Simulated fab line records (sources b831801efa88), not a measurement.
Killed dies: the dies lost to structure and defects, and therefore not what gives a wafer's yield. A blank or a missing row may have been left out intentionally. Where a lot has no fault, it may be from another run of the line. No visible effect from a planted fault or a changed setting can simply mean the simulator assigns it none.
One fault seen from 2 desks :: flow sky130 :: what lay behind the numbers comes last; until then each desk has only its own

## DESK OF THE TOOL OWNER: rie_metal-02
The tool's own readings at SKY_METAL4_ETCH_16 (etches BARC in N2/H2, stops on SiO2, time 88.2 s, target depth 60 nm): means of the sampled wafers that have a number, for each lot that ran on this tool. Marked OUT: a lot whose mean sits more than 4 standard deviations from the usual mean, which makes it out of limits; the brackets give that distance.
Columns: A = drypump_motor_current_A at SKY_METAL4_ETCH_16, usual 5.8 A; B = he_backside_leak_sccm at SKY_METAL4_ETCH_16, usual 3.5 sccm; C = oes_product_au at SKY_METAL4_ETCH_16, usual 0.626 a.u.; D = run_length_s at SKY_METAL4_ETCH_16, usual 116.5 s; E = throttle_valve_pct at SKY_METAL4_ETCH_16, usual 13.205 %
lot: L982
first seen here: day 42 00:35
A: 6.1
B: 3.5
C: 0.627
D: 116.7
E: 13.209

lot: L988
first seen here: day 43 23:28
A: 6.1
B: 3.5
C: 0.623
D: 117.0
E: 13.208

lot: L101
first seen here: day 47 08:13
A: 5.9
B: 3.5
C: 0.623
D: 119.2 (+5.1) OUT
E: 13.197
This desk finds L101 out of limits, L101 being first, at day 47 08:13 (run_length_s at SKY_METAL4_ETCH_16). Within limits: L982, L988.

## THE METROLOGY DESK
What the gauges read, lot by lot, whatever tool the lot ran on: means of the sampled wafers that have a number. Marked OUT: a lot whose mean sits more than 4 standard deviations from the usual mean, which makes it out of limits; the brackets give that distance.
Columns: A = cd_nm at SKY_METAL4_CD_MEAS_13, usual 299.6 nm; B = METAL4_OVL at SKY_METAL4_OVL_MEAS_14, usual 1 nm
lot: L982
first seen here: day 42 00:25
A: 298.1
B: -1

lot: L988
first seen here: day 43 23:17
A: 298.2
B: 5

lot: L101
first seen here: day 47 08:04
A: 300.0
B: 4

lot: L102
first seen here: day 47 16:30
A: 300.9
B: -3

lot: L103
first seen here: day 47 19:12
A: 299.7
B: 4
This desk's finding: nothing out of limits on any of the 5 lots.

## BROUGHT TOGETHER
The tool owner's desk could have raised an alarm at day 47 08:13, on L101.
Nothing out of limits was seen by the metrology desk.
The metrology desk has L101 on record, within its limits.
On rie_metal-02, each named lot ran SKY_METAL4_ETCH_16.

## WHAT THE SIMULATOR HAD PUT IN
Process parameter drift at SKY_METAL4_ETCH_16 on rie_metal-02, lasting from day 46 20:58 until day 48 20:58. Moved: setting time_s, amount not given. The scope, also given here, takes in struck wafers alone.
Shown lots that were struck: L101.
Each desk's first reading out of limits, in hours after the fault started: the tool owner's desk, 11.
